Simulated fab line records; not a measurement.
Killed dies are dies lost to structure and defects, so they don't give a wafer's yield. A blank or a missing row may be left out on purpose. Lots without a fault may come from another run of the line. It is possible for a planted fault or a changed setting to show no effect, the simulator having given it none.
What tool caused it?    flow sky130    Sampling: 13 lots, 39 wafers, 5 of 708 route steps

== WHAT EACH GAUGE READ, for each wafer ==
SKY_NWELL_THK_MEAS_02. Usual: NWELL_OXIDATION_THK typically reads 9.93 nm, with standard deviation 0.2.
lot   measured     on            NWELL_OXIDATION_THK (nm)  flag
L884  day 2 20:16  filmMetro-03  9.92 9.85 10.02           
L888  day 3 14:19  filmMetro-01  9.45 9.52 9.64            
L891  day 4 03:26  filmMetro-01  9.86 9.89 9.73            
L892  day 4 07:17  filmMetro-01  9.79 9.77 9.80            
L893  day 4 15:37  filmMetro-03  10.03 9.83 9.98           
L897  day 5 13:55  filmMetro-03  9.89 9.91 10.09           
L900  day 6 04:26  filmMetro-03  10.02 10.01 9.84          
L901  day 6 06:23  filmMetro-04  10.05 10.32 10.01         
L902  day 6 12:22  filmMetro-04  9.82 9.83 9.59            
L903  day 6 19:12  filmMetro-04  10.28 9.99 10.10          
L904  day 6 23:17  filmMetro-04  10.12 10.02 10.13         
L905  day 7 05:01  filmMetro-04  10.07 9.93 10.26          
L907  day 7 14:02  filmMetro-01  10.12 10.08 9.96          

SKY_NWELL_TW_MEAS_26. Usual: NWELL_2_TW typically reads 495, with standard deviation 7.
lot   measured      on            NWELL_2_TW   flag
L884  day 5 21:13   filmMetro-04  503 501 501  
L888  day 6 16:43   filmMetro-04  498 504 502  
L891  day 7 07:34   filmMetro-01  860 865 866  OFF
L892  day 7 11:10   filmMetro-04  886 888 898  OFF
L893  day 7 21:01   filmMetro-04  892 897 892  OFF
L897  day 9 01:32   filmMetro-01  489 490 490  
L900  day 9 16:59   filmMetro-01  490 490 487  
L901  day 9 19:08   filmMetro-03  488 487 490  
L902  day 10 03:11  filmMetro-01  492 491 494  
L903  day 10 11:04  filmMetro-04  506 504 503  
L904  day 10 13:45  filmMetro-03  488 489 485  
L905  day 10 22:13  filmMetro-04  500 505 503  
L907  day 11 09:53  filmMetro-03  490 487 488  

SKY_NWELL_RS_MEAS_29: uses a four-point probe to measure. Usual: NWELL_RS typically reads 624.8 ohm/sq, with standard deviation 1.7.
lot   measured      on            NWELL_RS (ohm/sq)  flag
L884  day 5 21:29   filmMetro-03  626.4 626.7 625.9  
L888  day 6 16:56   filmMetro-03  625.7 626.6 626.6  
L891  day 7 07:46   filmMetro-03  623.4 622.7 623.2  
L892  day 7 11:26   filmMetro-03  625.6 626.1 626.7  
L893  day 7 21:14   filmMetro-04  623.7 627.0 624.7  
L897  day 9 01:46   filmMetro-01  624.4 625.9 623.6  
L900  day 9 17:14   filmMetro-04  623.6 624.3 625.8  
L901  day 9 19:21   filmMetro-01  626.1 623.9 627.2  
L902  day 10 03:25  filmMetro-03  623.2 623.5 622.2  
L903  day 10 11:17  filmMetro-01  628.5 627.5 628.8  
L904  day 10 14:05  filmMetro-04  623.6 625.7 621.8  
L905  day 10 22:26  filmMetro-03  625.3 623.2 622.8  
L907  day 11 10:06  filmMetro-04  623.9 623.4 621.1  

SKY_VT_ADJUST_HVTP_CD_MEAS_07 targets a cd of 380 nm. Usual: 379.3 nm for cdNm, sd 2.5.
lot   measured      on        cdNm (nm)          flag
L884  day 6 17:23   cdSem-01  377.1 376.4 377.3  
L888  day 7 13:07   cdSem-02  384.3 382.9 381.9  
L891  day 8 04:47   cdSem-02  381.8 380.3 380.7  
L892  day 8 08:11   cdSem-01  379.2 378.2 376.4  
L893  day 8 18:11   cdSem-02  379.3 380.5 380.9  
L897  day 10 00:26  cdSem-02  379.0 378.6 380.5  
L900  day 10 16:38  cdSem-01  374.5 374.6 374.1  
L901  day 10 18:17  cdSem-01  382.1 383.0 380.2  
L902  day 11 02:43  cdSem-02  382.0 380.9 384.0  
L903  day 11 11:37  cdSem-01  380.0 379.5 382.4  
L904  day 11 14:11  cdSem-01  376.8 379.8 378.6  
L905  day 11 22:43  cdSem-01  378.9 381.3 379.4  
L907  day 12 09:26  cdSem-01  376.3 376.6 376.4  

== WHAT TOOL EACH LOT RAN ON (gives the tool, then ch and the chambers of the sampled wafers, and finally the start) ==
lot   SKY_NWELL_IMPLANT_24
L884  implanter-04 ch 0, day 5 20:59
L888  implanter-02 ch 0, day 6 16:28
L891  implanter-01 ch 0, day 7 07:19
L892  implanter-01 ch 0, day 7 10:55
L893  implanter-01 ch 0, day 7 20:46
L897  implanter-02 ch 0, day 9 01:17
L900  implanter-04 ch 0, day 9 16:46
L901  implanter-04 ch 0, day 9 18:54
L902  implanter-04 ch 0, day 10 02:56
L903  implanter-01 ch 0, day 10 10:49
L904  implanter-02 ch 0, day 10 13:31
L905  implanter-02 ch 0, day 10 21:58
L907  implanter-01 ch 0, day 11 09:38
- SKY_NWELL_IMPLANT_24

== WHAT THE TOOLS THEMSELVES READ (means of the sampled wafers that have a number; where no wafer has one, the mark that the record gives instead) ==
SKY_NWELL_IMPLANT_24. Usual: doseIonsCm2 9.201e+12, standard deviation 1e+10; faradayCurrentUA 51.8, standard deviation 1.1.
lot   tool          doseIonsCm2  faradayCurrentUA  flag
L884  implanter-04  9.202e+12    50.6              
L888  implanter-02  9.210e+12    52.1              
L891  implanter-01  5.587e+13    318.9             OFF
L892  implanter-01  5.586e+13    320.1             OFF
L893  implanter-01  5.587e+13    313.2             OFF
L897  implanter-02  9.205e+12    51.6              
L900  implanter-04  9.190e+12    51.7              
L901  implanter-04  9.209e+12    51.5              
L902  implanter-04  9.202e+12    51.4              
L903  implanter-01  9.206e+12    51.7              
L904  implanter-02  9.190e+12    51.9              
L905  implanter-02  9.205e+12    50.8              
L907  implanter-01  9.206e+12    51.3              

== THE ANSWER, worked out from the rows above alone ==
Rule: take the mean of a lot's wafers that have a number; if it is more than 3 standard deviations from the usual mean, the lot is off. Also off: a lot with no number at a reading for which 4 or more lots have one. Where the step has rows for the other lots, those lots are counted as sound. Order of review: gauges by route order, followed by the tools' own readings, for which a lot's mean as printed above is used. The first step at which some lot is off is used, and at that step the reading that is off furthest; a lot without a number counts as furthest.
Off: at SKY_NWELL_TW_MEAS_26 (NWELL_2_TW), L891, L892, L893.
A tool fits if, at a process step before that reading, it ran every lot that is off, and no sound lot after the first of them. Not tried: the gauges at SKY_NWELL_TW_MEAS_26; whatever is off there is also off at SKY_NWELL_IMPLANT_24, on other tools, and gauge error can't account for it. None of those tried fits.

== WHAT THE SIMULATOR PUT IN ==
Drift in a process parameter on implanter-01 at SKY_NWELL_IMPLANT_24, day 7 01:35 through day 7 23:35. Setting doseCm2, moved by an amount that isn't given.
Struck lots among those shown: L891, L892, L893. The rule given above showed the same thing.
